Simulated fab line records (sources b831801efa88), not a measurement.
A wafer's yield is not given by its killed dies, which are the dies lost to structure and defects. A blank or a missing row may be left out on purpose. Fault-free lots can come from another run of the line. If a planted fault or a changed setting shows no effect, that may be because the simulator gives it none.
Which tool was responsible? -- flow sky130 -- 14 lots with 42 wafers sampled at 4 steps, on a route of 708 steps

== WHAT THE GAUGES SHOWED, per wafer ==
SKY_SONOS_ONO_THK_MEAS_01. Usual: SONOS_ONO_OXIDATION_THK gives 2.58 nm (standard deviation 0.06).
lot,measured,on,SONOS_ONO_OXIDATION_THK (nm),flag
L433,day 11 08:28,filmMetro-01,2.61 2.66 2.69,
L435,day 12 03:05,filmMetro-02,2.57 2.56 2.60,
L436,day 12 15:38,filmMetro-04,2.46 2.56 2.55,
L437,day 13 01:01,filmMetro-02,2.57 2.56 2.57,
L439,day 13 12:49,filmMetro-04,2.62 2.56 2.57,
L441,day 14 04:21,filmMetro-01,2.53 2.57 2.53,
L442,day 14 10:17,filmMetro-04,2.65 2.52 2.60,
L444,day 15 02:34,filmMetro-02,2.56 2.61 2.50,
L445,day 16 00:47,filmMetro-02,2.52 2.61 2.49,
L447,day 16 14:07,filmMetro-02,2.50 2.55 2.52,
L452,day 17 20:27,filmMetro-02,2.70 2.61 2.55,
L456,day 19 02:49,filmMetro-02,2.56 2.57 2.64,

SKY_SONOS_ONO_THK_MEAS_05. Usual: SONOS_ONO_CVD_04_THK gives 5.75 nm (standard deviation 0.1).
lot,measured,on,SONOS_ONO_CVD_04_THK (nm),flag
L433,day 11 10:53,filmMetro-02,5.61 5.74 5.68,
L435,day 12 06:08,filmMetro-04,5.93 5.89 5.87,
L436,day 12 18:55,filmMetro-01,5.86 5.80 5.85,
L437,day 13 04:26,filmMetro-02,5.82 5.81 5.79,
L439,day 13 15:40,filmMetro-02,5.79 5.72 5.70,
L441,day 14 07:41,filmMetro-02,5.67 5.56 5.69,
L442,day 14 18:38,filmMetro-02,5.80 5.94 5.91,
L444,day 15 05:16,filmMetro-02,5.75 5.55 5.55,
L445,day 16 04:19,filmMetro-02,5.88 5.96 5.84,
L447,day 16 18:23,filmMetro-01,5.82 5.84 5.81,
L452,day 17 22:52,filmMetro-01,5.70 5.78 5.75,
L456,day 19 05:14,filmMetro-02,5.75 5.68 5.77,

SKY_SONOS_ONO_CD_MEAS_13 targets a cd of 410 nm. Usual: 409.7 nm for cdNm, sd 2.3.
lot,measured,on,cdNm (nm),flag
L433,day 12 11:08,cdSem-01,412.0 411.4 415.2,
L435,day 13 06:27,cdSem-01,406.4 406.5 407.2,
L436,day 13 19:17,cdSem-01,409.3 408.1 408.4,
L437,day 14 05:50,cdSem-02,409.4 410.3 408.7,
L439,day 14 17:27,cdSem-01,412.5 410.7 411.4,
L441,day 15 10:36,cdSem-01,405.6 406.4 406.7,
L442,day 15 21:53,cdSem-02,406.2 408.4 407.1,
L444,day 16 09:23,cdSem-02,404.3 406.0 405.6,
L445,day 17 07:52,cdSem-02,413.0 414.3 413.8,
L447,day 17 23:23,cdSem-01,407.2 408.4 410.4,
L452,day 19 05:05,cdSem-01,410.9 409.8 410.1,
L456,day 20 11:49,cdSem-01,407.9 410.8 412.0,

== TOOL THAT RAN EACH LOT (tool first, then ch and the chambers of the sampled wafers, then the start) ==
lot,SKY_SONOS_TUNNEL_DEVELOP_06
L433,"lithoTrack-03 ch 0, day 11 06:02"
L435,"lithoTrack-03 ch 0, day 12 00:11"
L436,"lithoTrack-02 ch 0, day 12 11:03"
L437,"lithoTrack-01 ch 0, day 12 20:37"
L439,"lithoTrack-03 ch 0, day 13 09:08"
L441,"lithoTrack-01 ch 0, day 14 02:13"
L442,"lithoTrack-01 ch 0, day 14 07:19"
L444,"lithoTrack-03 ch 0, day 15 00:27"
L445,"lithoTrack-02 ch 0, day 15 20:36"
L447,"lithoTrack-01 ch 0, day 16 10:11"
L449,"lithoTrack-03, day 16 17:25"
L450,"lithoTrack-03, day 16 21:10"
L452,"lithoTrack-03 ch 0, day 17 18:18"
L456,"lithoTrack-02 ch 0, day 18 23:55"
- SKY_SONOS_TUNNEL_DEVELOP_06: develop time 60 s.

== AS READ BY THE TOOLS THEMSELVES (means over the sampled wafers that have a number; for cases with no such wafer, the mark the record gives instead) ==
SKY_SONOS_TUNNEL_DEVELOP_06. Usual: chillPlateTempC 23.01 C, standard deviation 0.1; exhaustPa 45.0 Pa, standard deviation 0.89.
lot,tool,chillPlateTempC (C),exhaustPa (Pa),flag
L433,lithoTrack-03,23.04,44.0,
L435,lithoTrack-03,22.93,46.5,
L436,lithoTrack-02,23.02,43.6,
L437,lithoTrack-01,22.96,45.0,
L439,lithoTrack-03,23.04,44.6,
L441,lithoTrack-01,23.01,44.6,
L442,lithoTrack-01,23.04,45.6,
L444,lithoTrack-03,23.03,45.6,
L445,lithoTrack-02,22.91,44.9,
L447,lithoTrack-01,23.04,44.8,
L449,lithoTrack-03,-,-,OFF
L450,lithoTrack-03,-,-,OFF
L452,lithoTrack-03,22.97,44.9,
L456,lithoTrack-02,23.03,45.4,

== THE ANSWER, worked out from the rows above alone ==
Rule: take the mean of a lot's wafers that have a number; if it is more than 3 standard deviations from the usual mean, the lot is off. Also off: a lot with no number at a reading for which 4 or more lots have one. Any other lot the step has rows for is counted as sound. First the gauges in route order, then the tools' own readings, where a lot's mean is used as printed above. At the first step where some lot is off, the reading lying furthest off is the one used; lots without a number count as furthest.
Off at SKY_SONOS_TUNNEL_DEVELOP_06 (chillPlateTempC): L449, L450. Without a number there: L449, L450.
If a tool, at that step or one of the process steps before it, ran each lot that is off and ran no sound lot following the first of them, it fits. None of those tried fits.

== WHAT THE SIMULATOR HAD INSERTED ==
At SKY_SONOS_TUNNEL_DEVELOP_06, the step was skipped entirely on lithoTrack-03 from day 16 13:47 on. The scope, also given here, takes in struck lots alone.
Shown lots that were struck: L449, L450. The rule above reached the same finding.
